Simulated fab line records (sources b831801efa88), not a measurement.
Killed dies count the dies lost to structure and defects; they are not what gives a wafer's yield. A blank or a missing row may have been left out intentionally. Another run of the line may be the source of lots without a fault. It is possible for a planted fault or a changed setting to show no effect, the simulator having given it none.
Chamber matching -- flow sky130 -- SKY_LI_CONTACT_ETCH_15 on rie-diel-03: 4 sister chambers
The step etches PSG in C4F8/O2/Ar, stops on Si, target depth 600 nm. 14 wafers are shown with their chamber, then 7 later ones without.

WAFERS WITH THEIR CHAMBER
wafer,chamber,oes-product-au (a.u.)
L633.1,0,0.836
L633.2,3,0.837
L633.6,2,0.836
L636.1,0,0.842
L636.2,2,0.830
L636.6,0,0.843
L638.3,3,0.833
L638.4,1,0.832
L638.6,3,0.835
L646.1,1,0.842
L646.2,3,0.844
L646.5,3,0.832
L650.3,2,0.842
L650.5,3,0.834

SIGNATURES (means of the wafers above)
reading,chamber 0,chamber 1,chamber 2,chamber 3,scatter within a chamber
oes-product-au,0.84033,0.83700,0.83600,0.83583,0.00495
Rule: a wafer lies at a distance from a chamber equal to the root of the sum of squares, over the readings, of (its reading less the chamber's mean, divided by the reading's scatter). If the next closest chamber is less than 2 further off than the closest, the wafer can't be placed; otherwise it belongs to the closest. How the scatter is found: for the shown wafers, subtract from each reading the mean of its chamber, square and add these, divide the total by (wafers less chambers), then take the root.

WAFERS WITH NO CHAMBER GIVEN
wafer,oes-product-au (a.u.)
L650.6,0.832
L653.3,0.842
L653.4,0.829
L653.5,0.835
L654.1,0.840
L654.2,0.833
L654.5,0.829

THE CHAMBER EACH PASSED THROUGH
wafer,from the rows above,in truth
L650.6,can't be placed: 3 or 2 or 1 or 0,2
L653.3,can't be placed: 0 or 1 or 2 or 3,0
L653.4,can't be placed: 3 or 2 or 1 or 0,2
L653.5,can't be placed: 3 or 2 or 1 or 0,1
L654.1,can't be placed: 0 or 1 or 2 or 3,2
L654.2,can't be placed: 3 or 2 or 1 or 0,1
L654.5,can't be placed: 3 or 2 or 1 or 0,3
Correct placement for 0 of the 7. Not placeable from these rows: 7 (in 7, the candidates include the true chamber). 0 placed wrongly.
